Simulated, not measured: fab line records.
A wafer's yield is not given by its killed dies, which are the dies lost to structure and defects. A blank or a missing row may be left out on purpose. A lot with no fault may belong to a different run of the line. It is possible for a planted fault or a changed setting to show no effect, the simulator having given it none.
Matching of chambers	flow sky130	SKY_PASSIVATION_CVD_02 on pecvd-04 has 3 sister chambers
The step deposits Si3N4, target thk 540 nm. 6 wafers are shown with their chamber, then 11 later ones without.

## WAFERS, EACH WITH ITS CHAMBER
wafer	chamber	heaterPowerW (W)
L086.5	1	640
L086.6	2	506
L090.1	1	656
L090.2	0	828
L090.3	2	546
L090.4	0	866

## WAFERS WITH NO CHAMBER GIVEN
wafer	heaterPowerW (W)
L090.5	568
L090.6	650
L094.3	532
L094.4	491
L094.6	571
L095.1	672
L095.2	893
L095.3	568
L095.4	568
L095.5	514
L095.6	715

## THE CHAMBER EACH PASSED THROUGH
wafer	from the rows above	in truth
L090.5	can't be placed: 2 or 1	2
L090.6	1	1
L094.3	2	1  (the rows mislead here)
L094.4	2	2
L094.6	can't be placed: 2 or 1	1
L095.1	1	1
L095.2	0	0
L095.3	can't be placed: 2 or 1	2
L095.4	can't be placed: 2 or 1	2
L095.5	2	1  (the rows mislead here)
L095.6	1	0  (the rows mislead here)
Placed correctly: 4 of 11. These rows do not allow placing 4 (true chamber among the candidates in 4). Wrongly placed: 3.
How it was worked out, from the rows above alone: a wafer's distance from a chamber is the root of the sum, over the readings, of the square of ((its reading less the chamber's mean) divided by the reading's scatter). If the next closest chamber is less than 2 further off than the closest, the wafer can't be placed; otherwise it belongs to the closest. A chamber's mean is the mean of its shown wafers. The scatter: the root of (the sum of the squares of (reading less its chamber's mean) over the shown wafers, divided by (wafers less chambers)).
